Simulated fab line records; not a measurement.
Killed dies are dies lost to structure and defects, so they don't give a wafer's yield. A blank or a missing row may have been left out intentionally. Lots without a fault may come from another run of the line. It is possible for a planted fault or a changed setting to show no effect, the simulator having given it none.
fab line records ; flow sky130
record: lots: 13; wafers: 39; lastDay: 50
route steps=708 shown VT_ADJUST_PCH@153 SONOS_ONO@183 RES_PROTECT@214 LDD_N@244 PAD_OPEN@708
lots that met no fault: from a run of the same line without faults
startH: the number of hours between the record's first day and the start of the first shown wafer of the lot ; waitH: how many hours have passed since the lot's step before this one ; " repeats the value in the row above ; L1.1+2: one row covering several wafers at once ; - no value, or no start given ; * or withheld: withheld ; < > ~ a bound
route shown NAME@n: a module of which the file shows steps, and the number in the route of the first ; usual: the fault-free wafers' mean and standard deviation ; same: alike in all rows ; chamber/n: place in a boat ; sites: each site's reading ; _std_site: standard deviation of those values ; _edge_site: the outer-site mean with the inner-site mean subtracted ; radiusMm: for every site, how far away it sits from the centre of the wafer ; mask NAME#n: copy n ; behind: the most recent tool/chamber to have shaped the wafer ; hold: why the lot was held/for how many hours/how that ended ; device: which transistor (n, p or np) failed to switch ; end of line: the route-end tests of the same wafers ; for a step that has no rows: nothing shown but its recipe ; killed: dies lost to structure and defects at the first sort, not the wafer's yield ; map: per-die view of a wafer (x killed, . not killed, _ where there is no die)
set.NAME: the run value of the setting; set.NAME@STEP: its run value at that earlier step ; model.NAME: the simulator's own value behind a step, which no gauge read
a sample of lots followed through the steps of the route, with each step as a table and each wafer as a row
services: the hour from which a tool's chamber was out of use, counted from the record's first day as startH (under 0 if before that day), plus the number of hours and why
== steps ==
step: SKY_VT_ADJUST_PCH_TW_MEAS_10
usual: VT_ADJUST_PCH_TW: 143.3/0.74
lot.wafer;tool;chamber;startH;waitH;VT_ADJUST_PCH_TW
L290.3;filmMetro-04;-;228.41;0.1;142.8
L290.5;filmMetro-04;-;228.41;0.1;143.8
L290.6;filmMetro-04;-;228.41;0.1;143.0
L292.2;filmMetro-03;-;244.77;0.1;143.8
L292.3;filmMetro-03;-;244.77;0.1;143.5
L292.5;filmMetro-03;-;244.77;0.1;144.2
L294.1;filmMetro-02;-;255.37;0.1;142.1
L294.2;filmMetro-02;-;255.37;0.1;142.5
L294.5;filmMetro-02;-;255.37;0.1;143.0
L295.1;filmMetro-04;-;263.94;0.1;143.1
L295.2;filmMetro-04;-;263.94;0.1;144.5
L295.6;filmMetro-04;-;263.94;0.1;144.0
L296.2;filmMetro-03;-;275.37;0.1;142.9
L296.3;filmMetro-03;-;275.37;0.1;143.6
L296.6;filmMetro-03;-;275.37;0.1;144.1
L297.1;filmMetro-02;-;282.50;0.1;143.4
L297.4;filmMetro-02;-;282.50;0.1;143.5
L297.6;filmMetro-02;-;282.50;0.1;142.7
L298.3;filmMetro-03;-;287.88;0.1;143.8
L298.5;filmMetro-03;-;287.88;0.1;143.6
L298.6;filmMetro-03;-;287.88;0.1;143.9
L305.1;filmMetro-04;-;343.14;0.1;143.8
L305.4;filmMetro-04;-;343.14;0.1;143.2
L305.6;filmMetro-04;-;343.14;0.1;143.3
L306.1;filmMetro-04;-;350.19;0.1;141.7
L306.2;filmMetro-04;-;350.19;0.1;142.9
L306.5;filmMetro-04;-;350.19;0.1;142.6
L308.2;filmMetro-02;-;365.72;0.1;142.0
L308.5;filmMetro-02;-;365.72;0.1;142.0
L308.6;filmMetro-02;-;365.72;0.1;143.4
L309.1;filmMetro-02;-;372.34;0.1;141.5
L309.2;filmMetro-02;-;372.34;0.1;142.0
L309.4;filmMetro-02;-;372.34;0.1;142.0
L310.2;filmMetro-03;-;379.53;0.1;144.1
L310.3;filmMetro-03;-;379.53;0.1;144.4
L310.4;filmMetro-03;-;379.53;0.1;144.4
L311.3;filmMetro-03;-;391.96;0.1;143.6
L311.4;filmMetro-03;-;391.96;0.1;143.6
L311.5;filmMetro-03;-;391.96;0.1;144.0
step: SKY_SONOS_ONO_ETCH_15
recipe: targetDepthNm: 19.52; chemistry: CHF3/O2; sourceW: 600; biasW: 200; pressureMtorr: 40; chf3FlowSccm: 50; O2_flow_sccm: 5; timeS: 7.8
usual: biasW: 200.1/0.62; drypumpMotorCurrentA: 5.7/0.47; oesProductAu: 0.997/0.011; throttleValvePct: 8.824/0.0087
lot.wafer;tool;chamber;startH;waitH;biasW;drypumpMotorCurrentA;oesProductAu;rfHoursCounterH;throttleValvePct
L290.3;rieDiel-01;3;282.43;0.0;201.3;5.6;0.992;8;8.821
L290.5;rieDiel-01;0;282.43;0.0;201.1;4.8;1.006;-;8.831
L290.6;rieDiel-01;3;282.43;0.0;200.8;5.5;0.987;-;8.841
L292.2;rieDiel-02;1;300.28;0.0;200.2;6.4;0.987;25;8.834
L292.3;rieDiel-02;2;300.28;0.0;200.1;5.5;0.986;102;8.816
L292.5;rieDiel-02;1;300.28;0.0;200.2;6.4;0.983;-;8.820
L294.1;rieDiel-02;2;309.48;0.0;199.6;5.5;1.001;102;8.827
L294.2;rieDiel-02;1;309.48;0.0;200.0;6.4;0.978;26;8.813
L294.5;rieDiel-02;1;309.48;0.0;199.6;6.4;0.983;-;8.821
L295.1;rieDiel-01;3;319.99;0.0;201.7;5.5;0.982;9;8.820
L295.2;rieDiel-01;2;319.99;0.0;200.1;6.1;1.010;9;8.830
L295.6;rieDiel-01;2;319.99;0.0;200.4;6.1;1.006;-;8.823
L296.2;rieDiel-01;0;333.54;0.0;200.0;4.8;0.987;10;8.824
L296.3;rieDiel-01;1;333.54;0.0;200.2;5.3;1.013;8;8.824
L296.6;rieDiel-01;2;333.54;0.0;200.6;6.1;1.010;-;8.825
L297.1;rieDiel-01;0;338.57;0.0;200.8;4.8;0.994;10;8.833
L297.4;rieDiel-01;1;338.57;0.0;200.3;5.3;1.007;8;8.825
L297.6;rieDiel-01;0;338.57;0.0;200.0;4.8;1.001;-;8.817
L298.3;rieDiel-02;1;344.87;0.0;200.2;6.3;0.986;26;8.824
L298.5;rieDiel-02;1;344.87;0.0;200.8;6.4;0.992;-;8.822
L298.6;rieDiel-02;0;344.87;0.0;200.4;5.1;0.981;-;8.821
L305.1;rieDiel-01;0;407.97;0.0;199.9;4.8;0.763;11;8.759
L305.4;rieDiel-01;1;407.97;0.0;200.7;5.3;1.016;10;8.831
L305.6;rieDiel-01;2;407.97;0.0;199.9;6.1;1.007;-;8.820
L306.1;rieDiel-01;2;414.07;0.0;199.6;6.1;1.003;10;8.831
L306.2;rieDiel-01;0;414.07;0.0;201.3;4.8;0.753;11;8.761
L306.5;rieDiel-01;0;414.07;0.0;199.9;4.8;0.756;-;8.754
L308.2;rieDiel-04;2;432.33;0.0;199.8;6.0;1.001;6;8.826
L308.5;rieDiel-04;0;432.33;0.0;200.3;5.4;0.994;-;8.819
L308.6;rieDiel-04;3;432.33;0.0;201.2;6.3;1.004;-;8.818
L309.1;rieDiel-02;0;437.92;0.0;199.3;5.1;0.975;10;8.820
L309.2;rieDiel-02;3;437.92;0.0;200.7;5.8;1.008;79;8.827
L309.4;rieDiel-02;0;437.92;0.0;199.8;5.1;0.980;-;8.824
L310.2;rieDiel-02;2;469.52;0.0;200.5;5.5;0.993;0;8.824
L310.3;rieDiel-02;1;469.52;0.0;199.6;6.4;0.997;29;8.816
L310.4;rieDiel-02;2;469.52;0.0;200.8;5.6;0.990;-;8.815
L311.3;rieDiel-02;0;470.72;0.0;199.1;5.1;0.982;10;8.837
L311.4;rieDiel-02;2;470.72;0.0;199.8;5.5;0.989;-;8.815
L311.5;rieDiel-02;1;470.72;0.0;200.9;6.4;0.993;-;8.827
step: SKY_RES_PROTECT_STRIP_07
recipe: chemistry: O2/N2; powerW: 1400; pressureMtorr: 1500; platenTempC: withheld; o2FlowSccm: 3000; n2FlowSccm: 300; overashFraction: 0.5
usual: drypumpMotorCurrentA: 5.7/0.35; oesProductAu: 0.516/0.0046; stripTimeToEndpointS: 23.40/0.041
lot.wafer;tool;chamber;startH;waitH;drypumpMotorCurrentA;oesProductAu;rfHoursCounterH;stripTimeToEndpointS
L290.3;plasmaAsher-02;0;340.97;0.1;5.6;0.518;-;23.39
L290.5;plasmaAsher-02;1;340.97;0.1;5.5;0.509;-;23.37
L290.6;plasmaAsher-02;0;340.97;0.1;5.6;0.516;-;23.39
L292.2;plasmaAsher-03;0;360.73;0.1;5.2;0.524;63;23.36
L292.3;plasmaAsher-03;0;360.73;0.1;5.1;0.508;-;23.39
L292.5;plasmaAsher-03;0;360.73;0.1;5.1;0.514;-;23.36
L294.1;plasmaAsher-04;0;369.75;0.1;6.2;0.516;57;23.42
L294.2;plasmaAsher-04;1;369.75;0.1;5.8;0.512;57;23.45
L294.5;plasmaAsher-04;1;369.75;0.1;5.8;0.520;-;23.44
L295.1;plasmaAsher-03;0;395.10;0.1;5.1;0.509;67;23.42
L295.2;plasmaAsher-03;1;395.10;0.1;5.7;0.508;67;23.43
L295.6;plasmaAsher-03;0;395.10;0.1;5.1;0.520;-;23.42
L296.2;plasmaAsher-04;1;395.97;0.1;5.8;0.512;59;23.39
L296.3;plasmaAsher-04;1;395.97;0.1;5.8;0.507;-;23.39
L296.6;plasmaAsher-04;0;395.97;0.1;6.2;0.526;-;23.37
L297.1;plasmaAsher-02;1;398.17;0.1;5.5;0.513;26;23.39
L297.4;plasmaAsher-02;1;398.17;0.1;5.5;0.512;-;23.37
L297.6;plasmaAsher-02;0;398.17;0.1;5.6;0.517;-;23.38
L298.3;plasmaAsher-04;0;403.94;0.1;6.2;0.517;-;23.41
L298.5;plasmaAsher-04;1;403.94;0.1;5.8;0.517;-;23.36
L298.6;plasmaAsher-04;0;403.94;0.1;6.2;0.514;-;23.40
L305.1;plasmaAsher-04;0;473.53;0.1;6.2;0.518;67;23.41
L305.4;plasmaAsher-04;1;473.53;0.1;5.8;0.511;-;23.38
L305.6;plasmaAsher-04;0;473.53;0.1;6.2;0.516;-;23.40
L306.1;plasmaAsher-04;0;479.40;0.1;6.2;0.517;68;23.41
L306.2;plasmaAsher-04;1;479.40;0.1;5.8;0.510;68;23.31
L306.5;plasmaAsher-04;1;479.40;0.1;5.8;0.515;-;23.36
L308.2;plasmaAsher-04;0;500.05;0.1;6.2;0.507;70;23.37
L308.5;plasmaAsher-04;0;500.05;0.1;6.2;0.518;-;23.42
L308.6;plasmaAsher-04;1;500.05;0.1;5.8;0.522;-;23.36
L309.1;plasmaAsher-03;1;505.80;0.1;5.7;0.521;78;23.36
L309.2;plasmaAsher-03;0;505.80;0.1;5.2;0.516;78;23.37
L309.4;plasmaAsher-03;0;505.80;0.1;5.2;0.518;-;23.34
L310.2;plasmaAsher-04;1;535.25;0.1;5.8;0.517;73;23.41
L310.3;plasmaAsher-04;0;535.25;0.1;6.2;0.517;-;23.43
L310.4;plasmaAsher-04;1;535.25;0.1;5.8;0.520;-;23.38
L311.3;plasmaAsher-04;1;536.78;0.1;5.8;0.515;-;23.48
L311.4;plasmaAsher-04;0;536.78;0.1;6.2;0.513;-;23.47
L311.5;plasmaAsher-04;1;536.78;0.1;5.8;0.521;-;23.45
step: SKY_LDD_N_OVL_MEAS_07
usual: LDD_N_OVL: -1.4/1.2
lot.wafer;tool;chamber;startH;waitH;LDD_N_OVL[nm]
L290.3;overlay-01;-;399.28;0.1;-0.9
L290.5;overlay-01;-;399.28;0.1;-2.0
L290.6;overlay-01;-;399.28;0.1;-0.7
L292.2;overlay-02;-;420.02;0.1;-3.7
L292.3;overlay-02;-;420.02;0.1;-3.2
L292.5;overlay-02;-;420.02;0.1;-3.8
L294.1;overlay-02;-;432.77;0.1;-2.1
L294.2;overlay-02;-;432.77;0.1;-1.6
L294.5;overlay-02;-;432.77;0.1;-3.5
L295.1;overlay-02;-;461.76;0.1;-2.9
L295.2;overlay-02;-;461.76;0.1;-1.3
L295.6;overlay-02;-;461.76;0.1;-0.3
L296.2;overlay-01;-;463.64;0.1;-2.4
L296.3;overlay-01;-;463.64;0.1;-1.4
L296.6;overlay-01;-;463.64;0.1;-2.1
L297.1;overlay-01;-;466.97;0.1;0.2
L297.4;overlay-01;-;466.97;0.1;0.3
L297.6;overlay-01;-;466.97;0.1;-1.0
L298.3;overlay-01;-;474.02;0.1;-3.2
L298.5;overlay-01;-;474.02;0.1;-5.0
L298.6;overlay-01;-;474.02;0.1;-3.0
L305.1;overlay-01;-;537.32;0.1;-2.8
L305.4;overlay-01;-;537.32;0.1;-1.3
L305.6;overlay-01;-;537.32;0.1;-0.8
L306.1;overlay-01;-;545.07;0.1;-1.3
L306.2;overlay-01;-;545.07;0.1;-1.4
L306.5;overlay-01;-;545.07;0.1;-1.3
L308.2;overlay-01;-;565.32;0.1;-2.1
L308.5;overlay-01;-;565.32;0.1;-0.3
L308.6;overlay-01;-;565.32;0.1;-2.0
L309.1;overlay-02;-;568.13;0.1;-0.5
L309.2;overlay-02;-;568.13;0.1;-1.7
L309.4;overlay-02;-;568.13;0.1;-1.4
L310.2;overlay-01;-;597.39;0.1;-1.7
L310.3;overlay-01;-;597.39;0.1;-2.0
L310.4;overlay-01;-;597.39;0.1;-2.8
L311.3;overlay-01;-;601.12;0.1;-2.4
L311.4;overlay-01;-;601.12;0.1;-0.8
L311.5;overlay-01;-;601.12;0.1;-0.7
step: SKY_PAD_OPEN_PROBE_99
usual: killed_at_M0_to_M3: 43/7; killed_at_M4_up: 3.3/1.8; killedAtContacts: 24/6.2; killedAtFrontEnd: 16/4.7; killedAtOther: 0.4/0.58; killedDies: 87/10; killedOpen: 47/6.4; killedShort: 39/7
same: grossDies: 492; killedAtBackSide: 0
lot.wafer;tool;chamber;startH;waitH;killed_at_M0_to_M3;killed_at_M4_up;killedAtContacts;killedAtFrontEnd;killedAtOther;killedDies;killedOpen;killedShort
L292.2;prober-01;-;1085.48;0.1;43;2;22;14;1;82;46;35
L292.3;prober-01;-;1085.53;0.2;41;3;17;24;1;86;50;35
L292.5;prober-01;-;1085.63;0.2;36;7;29;19;1;92;51;40
killed by level:class
L292.2 VIA1:geometricParticle:open=12 CONTACT:geometricParticle:open=9 VIA2:geometricParticle:open=7 VIA3:geometricParticle:open=6 FIELD_ISO:geometricParticle:short=5 VIA1:geometricParticle:short=5 CONTACT:geometricParticle:short=4 METAL1:geometricParticle:short=4
L292.3 VIA2:geometricParticle:open=10 LI_CONTACT:geometricParticle:open=9 VIA1:geometricParticle:open=9 POLY_GATE:geometricParticle:short=6 POLY_GATE:geometricParticle:open=5 METAL2:geometricParticle:short=5 FIELD_ISO:geometricParticle:short=4 VIA3:geometricParticle:open=4
L292.5 CONTACT:geometricParticle:open=11 VIA1:geometricParticle:open=11 FIELD_ISO:geometricParticle:open=6 METAL2:geometricParticle:short=6 CONTACT:geometricParticle:short=6 LI_CONTACT:geometricParticle:open=5 METAL4:geometricParticle:short=5 FIELD_ISO:geometricParticle:short=4
== services ==
tool;chamber;startH;hours;kind
plasmaAsher-02;-;258.78;7.4;repair
rieDiel-02;0;270.18;43.4;repair
rieDiel-04;2;282.75;2.9;repair
rieDiel-02;-;286.07;0.1;repair
rieDiel-04;-;294.90;0.5;repair
rieDiel-04;-;311.68;2.8;pm
plasmaAsher-02;-;317.75;1.2;repair
plasmaAsher-03;-;338.38;0.4;repair
rieDiel-04;3;351.26;15.2;repair
plasmaAsher-02;-;364.09;1.0;repair
plasmaAsher-02;-;382.40;2.8;pm
rieDiel-01;3;382.50;5.3;repair
plasmaAsher-03;-;402.84;3.4;repair
rieDiel-01;2;417.03;5.7;repair
rieDiel-02;2;429.73;-;clean
plasmaAsher-04;-;440.78;1.6;repair
rieDiel-01;1;444.61;1.8;repair
rieDiel-02;-;446.61;2.8;pm
rieDiel-02;3;466.97;5.4;repair
rieDiel-04;0;476.91;2.0;repair
rieDiel-02;3;478.36;3.0;repair
rieDiel-04;0;480.73;2.7;repair
rieDiel-04;3;480.78;2.7;repair
rieDiel-02;0;497.83;5.5;repair
== key ==
firstSign: step: SKY_SONOS_ONO_ETCH_15; reading: oesProductAu; direction: down; sigmas: 22; usual: 0.997; struck: 0.758
effect: step: SKY_SONOS_ONO_ETCH_15; reading: throttleValvePct; direction: down; sigmas: 7.5; usual: 8.824; struck: 8.758
metAt SKY_SONOS_ONO_ETCH_15
struckLots L305,L306
struckWafers L305.1,L306.2,L306.5
testerLeftOut L305,L306
notActingAt SKY_VT_ADJUST_PCH_TW_MEAS_10,SKY_RES_PROTECT_STRIP_07,SKY_LDD_N_OVL_MEAS_07
onsetBetween 338.57 407.97
fault: kind: processParameterDrift; tool: rieDiel-01; chamber: 0; onsetH: 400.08; steps: SKY_SONOS_ONO_ETCH_15; channel: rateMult; offset: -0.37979; shape: step; endH: 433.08
testerLeftOut: of these lots the tester's yield and bins aren't shown, on N5 and GAA mostly nor the transistor test; their killed dies are dies lost to structure and defects alone, not to doping, threshold or leakage, so they don't give the yield
